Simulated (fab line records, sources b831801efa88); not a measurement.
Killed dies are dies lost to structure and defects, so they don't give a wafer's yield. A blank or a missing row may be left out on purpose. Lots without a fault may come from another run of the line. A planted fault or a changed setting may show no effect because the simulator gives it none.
One fault seen from 2 desks | flow sky130 | each desk has only its own numbers; what lay behind them comes last

THE TOOL OWNER'S DESK: lpcvd-01
The tool's own readings at SKY_POLY_GATE_CVD_00 (deposits poly-Si, target thk 180 nm, time 720 s): means of the sampled wafers that have a number, for each lot that ran on this tool. A lot is out of limits, marked OUT, if its mean lies more than 4 standard deviations from the usual mean; the brackets give that distance.
Columns: A = spike_tc_lower_C at SKY_POLY_GATE_CVD_00, usual 620.0 C; B = spike_tc_upper_C at SKY_POLY_GATE_CVD_00, usual 618.9 C; C = zone_power_bottom_pct at SKY_POLY_GATE_CVD_00, usual 13.89 %; D = zone_power_top_pct at SKY_POLY_GATE_CVD_00, usual 19.25 %
lot  | first seen here | A     | B     | C     | D
L255 | day 13 07:57    | 620.4 | 618.2 | 14.14 | 19.22
L256 | day 14 01:37    | 619.4 | 618.8 | 14.18 | 19.09
L257 | day 14 11:11    | 620.3 | 619.2 | 14.09 | 19.26
L258 | day 14 23:02    | 620.2 | 617.7 | 13.68 | 19.41
L259 | day 15 06:53    | 620.6 | 619.5 | 13.56 | 19.43
L260 | day 15 09:35    | 619.8 | 618.3 | 14.01 | 19.27
L261 | day 15 19:55    | 619.2 | 618.2 | 14.03 | 19.35
L262 | day 16 06:12    | 620.7 | 618.7 | 14.11 | 19.08
L264 | day 17 00:27    | 620.1 | 619.8 | 13.57 | 19.42
L265 | day 17 06:08    | 620.5 | 619.7 | 13.72 | 19.26
L266 | day 17 18:01    | 621.1 | 618.1 | 13.68 | 19.26
L267 | day 23 06:22    | 621.2 | 618.1 | 13.59 | 19.55
L268 | day 23 10:34    | 620.1 | 618.8 | 13.96 | 19.26
L276 | day 26 10:15    | 620.2 | 618.3 | 13.59 | 19.13
This desk's finding: nothing out of limits on any of the 14 lots.

THE METROLOGY DESK
What the gauges read, lot by lot, whatever tool the lot ran on: means of the sampled wafers that have a number. A lot is out of limits, marked OUT, if its mean lies more than 4 standard deviations from the usual mean; the brackets give that distance.
Columns: A = cd_nm at SKY_VT_ADJUST_HVTP_CD_MEAS_07, usual 380.1 nm; B = cd_nm at SKY_VT_ADJUST_NCORE_CD_MEAS_07, usual 379.8 nm; C = cd_nm at SKY_SD_P_CD_MEAS_07, usual 379.2 nm
lot  | first seen here | A     | B     | C
L255 | day 5 18:32     | 379.4 | 381.2 | 377.5
L256 | day 6 05:02     | 376.4 | 375.9 | 380.0
L257 | day 6 13:18     | 380.3 | 377.5 | 376.1
L258 | day 6 21:04     | 377.5 | 377.5 | 381.1
L259 | day 7 04:50     | 380.8 | 379.1 | 382.9
L260 | day 7 06:55     | 377.2 | 378.9 | 384.5
L261 | day 7 13:34     | 385.5 | 378.7 | 380.4
L262 | day 7 22:32     | 382.4 | 381.5 | 378.1
L264 | day 8 11:07     | 381.7 | 381.9 | 377.2
L265 | day 8 16:11     | 377.8 | 375.5 | 377.3
L266 | day 9 00:16     | 379.9 | 378.8 | 378.2
L267 | day 9 06:56     | 380.5 | 378.0 | 376.8
L268 | day 9 09:30     | 385.2 | 378.3 | 375.7
L276 | day 11 12:58    | 378.7 | 379.0 | 377.6
This desk's finding: nothing out of limits on any of the 14 lots.

PUT TOGETHER
The tool owner's desk saw nothing out of limits.
The metrology desk saw nothing out of limits.

WHAT THE SIMULATOR HAD PUT IN
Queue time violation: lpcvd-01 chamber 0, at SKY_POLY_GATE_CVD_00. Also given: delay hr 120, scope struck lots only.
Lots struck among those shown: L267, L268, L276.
